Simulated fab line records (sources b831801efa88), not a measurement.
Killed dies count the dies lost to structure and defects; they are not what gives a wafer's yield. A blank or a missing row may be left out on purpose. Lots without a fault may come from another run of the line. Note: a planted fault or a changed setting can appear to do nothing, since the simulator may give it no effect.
Chamber matching / flow gf180mcu / rie-si-01 running GF_POLY_GATE_ETCH_13: 4 sister chambers
The step etches poly-Si in HBr/Cl2, stops on SiO2, target depth 198.5 nm, time 69.6 s. 4 wafers are shown with their chamber, then 7 later ones without.

## WAFERS WITH THEIR CHAMBER
wafer=L541.6; chamber=3; oes-product-au (a.u.)=0.994
wafer=L551.4; chamber=2; oes-product-au (a.u.)=1.006
wafer=L555.3; chamber=1; oes-product-au (a.u.)=1.006
wafer=L555.4; chamber=0; oes-product-au (a.u.)=1.006

## WAFERS WHOSE CHAMBER IS MISSING
wafer=L555.6; oes-product-au (a.u.)=1.002
wafer=L556.1; oes-product-au (a.u.)=1.003
wafer=L556.4; oes-product-au (a.u.)=1.001
wafer=L556.6; oes-product-au (a.u.)=0.995
wafer=L560.3; oes-product-au (a.u.)=1.004
wafer=L560.4; oes-product-au (a.u.)=0.986
wafer=L560.6; oes-product-au (a.u.)=0.983

## WHICH CHAMBER EACH ONE RAN IN
wafer=L555.6; from the rows above=can't be placed: 0 or 1 or 2 or 3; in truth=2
wafer=L556.1; from the rows above=can't be placed: 0 or 1 or 2 or 3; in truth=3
wafer=L556.4; from the rows above=can't be placed: 0 or 1 or 2 or 3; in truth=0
wafer=L556.6; from the rows above=can't be placed: 3 or 0 or 1 or 2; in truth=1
wafer=L560.3; from the rows above=can't be placed: 0 or 1 or 2 or 3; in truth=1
wafer=L560.4; from the rows above=3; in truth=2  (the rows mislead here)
wafer=L560.6; from the rows above=3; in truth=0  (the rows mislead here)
Placed correctly: 0 of 7. Unplaceable from these rows: 5, with the true chamber sitting among the candidates in 5. Wrongly placed: 2.
How it was worked out, from the rows above alone: a wafer's distance from a chamber is the root of the sum, over the readings, of the square of ((its reading less the chamber's mean) divided by the reading's scatter). The wafer belongs to the nearest chamber; if the next one is less than 2 further off, it can't be placed. For every chamber, the mean is computed from those of its wafers that are shown. The scatter: root of mean squared gap, hidden wafer to nearest shown wafer, with one shown wafer a chamber.
